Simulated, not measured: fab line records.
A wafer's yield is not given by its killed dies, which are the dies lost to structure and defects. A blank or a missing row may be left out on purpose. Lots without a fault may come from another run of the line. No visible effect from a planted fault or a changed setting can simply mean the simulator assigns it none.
Chamber matching    flow sky130    pecvd-04 running SKY_PASSIVATION_CVD_02: 3 sister chambers
The step deposits Si3N4, target thk 540 nm. 6 wafers are shown with their chamber, then 11 later ones without.

## WAFERS, EACH WITH ITS CHAMBER
wafer   chamber  heater-power-w (W)  heater-power-outer-w (W)
L089.1  2        669                 405
L089.6  0        756                 434
L090.1  0        756                 429
L090.3  2        689                 420
L090.6  1        795                 466
L093.1  1        713                 398

## WAFERS MISSING THEIR CHAMBER
wafer   heater-power-w (W)  heater-power-outer-w (W)
L093.2  705                 394
L093.4  719                 425
L095.1  649                 352
L095.5  770                 434
L095.6  684                 384
L096.2  632                 335
L096.4  750                 459
L096.5  749                 439
L097.3  773                 425
L097.4  707                 432
L097.5  765                 451

## WHICH CHAMBER EACH WENT THROUGH
wafer   from the rows above           in truth
L093.2  can't be placed: 2 or 1 or 0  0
L093.4  can't be placed: 1 or 0 or 2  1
L095.1  can't be placed: 2 or 1 or 0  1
L095.5  can't be placed: 0 or 1       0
L095.6  can't be placed: 2 or 1 or 0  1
L096.2  can't be placed: 2 or 1 or 0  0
L096.4  can't be placed: 1 or 0 or 2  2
L096.5  can't be placed: 1 or 0 or 2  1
L097.3  can't be placed: 0 or 1       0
L097.4  can't be placed: 2 or 1 or 0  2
L097.5  can't be placed: 0 or 1       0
Placed correctly: 0 of 11. Cannot be placed on the basis of these rows: 11; the candidates contain the true chamber in 11. Wrongly placed: 0.
How it was worked out, from the rows above alone: a wafer's distance from a chamber is the root of the sum, over the readings, of the square of ((its reading less the chamber's mean) divided by the reading's scatter). If the next closest chamber is less than 2 further off than the closest, the wafer can't be placed; otherwise it belongs to the closest. For every chamber, the mean is computed from those of its wafers that are shown. How the scatter is found: for the shown wafers, subtract from each reading the mean of its chamber, square and add these, divide the total by (wafers less chambers), then take the root.
